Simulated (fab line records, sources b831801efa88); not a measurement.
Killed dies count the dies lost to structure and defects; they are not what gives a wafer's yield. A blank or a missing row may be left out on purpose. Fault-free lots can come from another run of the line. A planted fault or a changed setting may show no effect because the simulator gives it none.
Comparing a struck lot with a sound one -- flow gf180mcu -- 28 steps out of a route of 602
Sound: wafers L464.2, L464.4, L464.6. Wafers struck: L471.3, L471.4, L471.5. The cause is named last.
Each step with rows lists, per side, the tool, then ch with its chambers, then its first start. Under that, the readings that differ: sound wafers -- struck wafers -- difference of the means -- sigmas: that difference in standard deviations of wafers without a fault.
alike: readings whose means differ by less than 2 such deviations, and words and numbers that are the same on both sides. not compared: withheld readings, readings that some wafer has no value for, bounds like >300 that may hide the same value, and numbers for which the record gives no deviation and whose values overlap.
A row with sigmas, a row that says differs or no value, or rows on one side alone: a step with any of these is where the two part. When numbers do not overlap yet have no deviation, they are printed without sigmas and do not part them. A reading that every wafer of one side lacks parts them only if that side has two wafers or more.

first, 4 steps without rows for these wafers: GF_M4_SOFTBAKE_10 (time 60 s); GF_M4_EXPOSE_11 (exposes mask Metal4, target cd 280 nm); GF_M4_PEB_12 (peb time 90 s); GF_M4_DEVELOP_13 (develop time 60 s).
GF_M4_CD_MEAS_14: target cd 280 nm.
  sound: cd sem-02 at day 23 08:02; struck: cd sem-02 at day 26 00:13
reading,sound,struck,difference,sigmas
cd nm (nm),279.5 278.0 279.5,280.7 281.1 281.4,+2.1,+2
GF_M4_OVL_MEAS_15:
  sound: overlay-02 at day 23 08:09; struck: overlay-02 at day 26 00:19
reading,sound,struck,difference,sigmas
M4_OVL (nm),2 6 11,-4 -7 -5,-12,-2
GF_M4_METAL_ETCH_16: etches the open film in Cl2/BCl3, stops on SiO2, target depth 627.5 nm, time 104.6 s.
  sound on rie metal-02 ch 0,1, day 23 08:11; struck on rie metal-03 ch 0,1, day 26 00:23
  alike: drypump motor current A, oes product au, throttle valve pct
  not compared: rf hours counter h
GF_M4_STRIP_17: strips in O2/N2.
  sound on plasma asher-02 ch 0,1, day 23 08:20; struck on plasma asher-02 ch 0,1, day 26 00:29
  alike: drypump motor current A, heater power w, oes product au, strip time to endpoint s
  not compared: rf hours counter h
then, 3 steps without rows for these wafers: GF_M4_STRIP_18 (strips in post etch residue remover, time 1200 s); GF_M4_CLEAN_19 (cleans in DIW); GF_V4_CVD_00 (deposits SiO2, target thk 600 nm, time 100 s).
GF_V4_THK_MEAS_01:
  sound: film metro-03 at day 23 08:57; struck: film metro-04 at day 26 01:05
  alike: V4_CVD_00_THK
GF_V4_CVD_02: deposits SiO2 from TEOS, target thk 850 nm, time 94.851 s.
  sound on pecvd-03 ch 0,2, day 23 09:00; struck on pecvd-02 ch 1,2, day 26 01:07
  no value came back on the struck wafers for heater power outer w (W), heater power w (W); on the sound wafers heater power outer w (W) reads 438 489 371
GF_V4_CMP_04: polishes SiO2.
  sound on cmp-02 ch 0,2, day 23 09:10; struck on cmp-02 ch 0,2,3, day 26 01:21
reading,sound,struck,difference,sigmas
time to endpoint s (s),76 75 80,- - -,no value on the struck wafers,
  alike: motor current A
GF_V4_BOW_MEAS_05:
  sound: film metro-01 at day 23 09:26; struck: film metro-01 at day 26 01:35
reading,sound,struck,difference,sigmas
V4_BOW (um),120 138 136,111 109 113,-20,-2
then, 8 steps without rows for these wafers: GF_V4_DEHYDRATE_06 (time 60 s); GF_V4_HMDS_07 (prime time 60 s); GF_V4_COAT_08; GF_V4_COAT_09 (resist thk 1000 nm); GF_V4_SOFTBAKE_10 (time 60 s); GF_V4_EXPOSE_11 (exposes mask Via4, target cd 260 nm); GF_V4_PEB_12 (peb time 90 s); GF_V4_DEVELOP_13 (develop time 60 s).
GF_V4_CD_MEAS_14: target cd 260 nm.
  sound: cd sem-02 at day 24 08:29; struck: cd sem-02 at day 26 22:02
  alike: cd nm
GF_V4_OVL_MEAS_15:
  sound: overlay-01 at day 24 08:36; struck: overlay-02 at day 26 22:08
  alike: V4_OVL
GF_V4_ETCH_16: etches BARC in N2/H2.
  sound on rie diel-03 ch 1,3, day 24 08:38; struck on rie diel-02 ch 1,2, day 26 22:10
  alike: drypump motor current A, oes product au, throttle valve pct
GF_V4_ETCH_17: etches SiO2 in C4F8/O2/Ar, stops on TiN, target depth 630 nm.
  sound on rie diel-03 ch 1,3; struck on rie diel-02 ch 1,2
reading,sound,struck,difference,sigmas
oes product au (a.u.),0.851 0.857 0.855,0.845 0.842 0.840,-0.012,-3
model.V4.feature depth nm (nm),633.4 631.2 633,615.8 617.2 612.5,-17.4,
model.etch.depth nm (nm),633.4 631.2 633,615.8 617.2 612.5,-17.4,
GF_V4_STRIP_18: strips in O2/N2.
  sound on plasma asher-02 ch 0,1, day 24 08:46; struck on plasma asher-02 ch 0,1, day 26 22:19
  alike: drypump motor current A, heater power w, oes product au
  not compared: rf hours counter h

WHERE THEY PART
Last at GF_V4_ETCH_17 as far as this record goes, first at GF_M4_CD_MEAS_14. Later steps at which nothing parts them and some readings are alike: GF_V4_STRIP_18.

WHY: what had been put in by the simulator
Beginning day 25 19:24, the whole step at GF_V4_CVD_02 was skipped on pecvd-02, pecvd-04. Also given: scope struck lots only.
